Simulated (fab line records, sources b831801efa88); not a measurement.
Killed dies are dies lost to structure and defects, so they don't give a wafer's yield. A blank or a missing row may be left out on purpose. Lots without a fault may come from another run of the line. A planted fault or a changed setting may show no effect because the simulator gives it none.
A struck lot beside a sound one | flow sky130 | 16 steps out of a route of 708
Sound: wafers L429.1, L429.4, L429.6. Struck: wafers L437.3, L437.4, L437.6. The cause comes at the end.
At each step with rows: each side's tool, then ch and its chambers, then its first start. Under that, the readings that differ: sound wafers | struck wafers | difference of the means | sigmas: that difference in standard deviations of wafers without a fault.
alike: readings whose means differ by less than 2 such deviations, and words and numbers that are the same on both sides. not compared: withheld readings, readings that some wafer has no value for, bounds like >300 that may hide the same value, and numbers for which the record gives no deviation and whose values overlap.
The two part at a step that has a row with sigmas, a row that says differs or no value, or rows on one side only. Numbers that don't overlap but have no deviation are shown without sigmas and don't part them. A reading that every wafer of one side lacks parts them only if that side has two wafers or more.

SKY_VIA3_CMP_02: polishes SiO2.
  sound on cmp-01 ch 0,1,2, day 40 03:46; struck on cmp-02 ch 0,1,3, day 42 03:49
  alike: motor_current_A
SKY_VIA3_BOW_MEAS_03:
  sound on film_metro-03, day 40 04:01; struck on film_metro-04, day 42 04:10
  alike: VIA3_BOW
then, 8 steps without rows for these wafers: SKY_VIA3_DEHYDRATE_04 (time 60 s); SKY_VIA3_HMDS_05 (prime time 60 s); SKY_VIA3_COAT_06 (resist thk 60 nm); SKY_VIA3_COAT_07 (resist thk 450 nm); SKY_VIA3_SOFTBAKE_08 (time 90 s); SKY_VIA3_EXPOSE_09 (exposes mask VIM3, target cd 200 nm); SKY_VIA3_PEB_10; SKY_VIA3_DEVELOP_11 (develop time 60 s).
SKY_VIA3_CD_MEAS_12: target cd 200 nm.
  sound on cd_sem-02, day 41 03:49; struck on cd_sem-02, day 43 03:41
  alike: cd_nm
SKY_VIA3_OVL_MEAS_13:
  sound on overlay-01, day 41 03:56; struck on overlay-02, day 43 03:47
  alike: VIA3_OVL
SKY_VIA3_ETCH_14: etches BARC in N2/H2, stops on SiO2, time 45.9 s, target depth 60 nm.
  sound on rie_diel-04 ch 1,2,3, day 41 03:58; struck on rie_diel-03 ch 2,3, day 43 03:48
  no value came back on the struck wafers for any of 6 readings (bias_w (W), chamber_pressure_mTorr (mTorr) and others); on the sound wafers bias_w (W) reads 100.33 100.08 99.97
  reading                                     | sound           | struck            | difference | sigmas
  model.KrF-thick_of_VIA3_COAT_07.thk_nm (nm) | 393.2 391.9 394 | 437.6 435.4 437.3 | +43.7      |
  not compared: rf_hours_counter_h
SKY_VIA3_ETCH_15: etches SiO2 in C4F8/O2/Ar, stops on TiN, target depth 507 nm, time 78 s.
  sound on rie_diel-04 ch 1,2,3, day 41 04:01; struck on rie_diel-03 ch 2,3, day 43 03:50
  reading                                     | sound             | struck            | difference | sigmas
  oes_product_au (a.u.)                       | 0.940 0.940 0.932 | 0.378 0.376 0.384 | -0.558     | -99 or more
  model.KrF-thick_of_VIA3_COAT_07.thk_nm (nm) | 291.7 291.1 294.5 | 335.2 333.5 335.9 | +42.4      |
  alike: bias_w, chamber_pressure_mTorr
  not compared: rf_hours_counter_h
SKY_VIA3_STRIP_16: strips in O2/N2.
  sound on plasma_asher-02 ch 0,1, day 41 04:04; struck on plasma_asher-02 ch 0,1, day 43 03:56
  reading                      | sound             | struck            | difference | sigmas
  oes_product_au (a.u.)        | 0.401 0.402 0.405 | 0.418 0.425 0.415 | +0.017     | +3
  strip_time_to_endpoint_s (s) | 4.122 4.109 4.150 | 4.586 4.569 4.591 | +0.455     | +18
  alike: drypump_motor_current_A
  not compared: rf_hours_counter_h
then, 1 step without rows for these wafers: SKY_VIA3_STRIP_17 (strips in post etch residue remover, time 1200 s).

WHERE THEY PART
First at SKY_VIA3_ETCH_14; last, within this record, at SKY_VIA3_STRIP_16.

WHY: what the simulator had put in
Skipped step whole: rie_diel-03, from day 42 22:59 on, at SKY_VIA3_ETCH_14. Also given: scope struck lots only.
